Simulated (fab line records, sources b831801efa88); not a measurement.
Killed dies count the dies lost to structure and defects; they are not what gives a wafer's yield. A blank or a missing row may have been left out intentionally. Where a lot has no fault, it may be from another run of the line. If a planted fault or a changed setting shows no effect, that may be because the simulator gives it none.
Problem report, 8D (eight disciplines) form, completed by code    flow sfq line    the parts of the form that need people (team, actions taken, sign-off) are left out

1. THE ISSUE
Mean of spin speed rpm at SFQ_TRILAYER_L0_VIA_LITHO_COAT_013: 2522.8 rpm across 6 wafers in 2 lots; on wafers with no fault it is 3000.1 rpm (standard deviation 1.9). That is -99 or more standard deviations from the usual mean.
The step: resist thk 650 nm.
Seen first at day 7 14:53 on litho track-01, wafer L558.1. At this step, 42 wafers from 14 lots have a number in the record. The rule behind "out" and "out of limits": a value lying over 4 standard deviations away from the usual mean. Any other wafer with a number is counted as sound.

2. WHAT THIS IS AND IS NOT
question                     is                      is not
which readings at this step  spin speed rpm          -
which lots                   L558, L560              L547, L548, L549, L550, L551, L553, L554, L555, L556, L557, L567, L568
which wafers of those lots   all that have a number  -
read on which tools          litho track-01          litho track-03, litho track-04
when                         from day 7 14:53        up to then (30 sound wafers); but 6 sound wafers of L567, L568 came after

3. THE SUSPECTS, EACH WITH WHAT RULES IT OUT
Counting: any tool at a process step up to the reading is kept as a suspect provided that every lot that is out went through it and no sound lot did after the first of them.
- litho track-01 at SFQ_TRILAYER_L0_VIA_LITHO_COAT_013 (resist thk 650 nm): ruled out as a lasting fault. After its first lot that is out, L558 (day 7 14:53), sound lots L568 ran on it.
Left after counting: nothing in the record.

4. THE CAUSE (what the simulator had put in)
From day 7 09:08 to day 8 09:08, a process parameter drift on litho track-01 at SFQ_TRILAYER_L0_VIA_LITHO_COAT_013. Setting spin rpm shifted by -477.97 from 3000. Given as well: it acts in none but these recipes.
Counting ruled it out, wrongly.

5. THE EFFECT CHAIN, in route order
Each row: a reading where the mean over the struck wafers with a number is more than 3 standard deviations away from the usual. Only readings for which the record gives a usual standard deviation are gone through. hours: the time from each lot's start at the first step in this table that gives one to its start at this step, as a median over the lots. sigmas: the change in usual standard deviations.
hours  step                                reading         usual       on struck wafers  change  sigmas
0      SFQ_TRILAYER_L0_VIA_LITHO_COAT_013  spin speed rpm  3000.1 rpm  2522.8            -477.3  -99 or more
It contains these process steps:
- SFQ_TRILAYER_L0_VIA_LITHO_COAT_013: resist thk 650 nm.
Later steps that measure or inspect, where all struck wafers having a row at the step show a number for every such reading and not one has moved that far: SFQ_I2_BOW_MEAS_917.

6. HOW IT WOULD HAVE BEEN CAUGHT EARLIER
In this record no reading fell out of limits until day 7 14:53, 6 hours after the fault had begun at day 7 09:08.
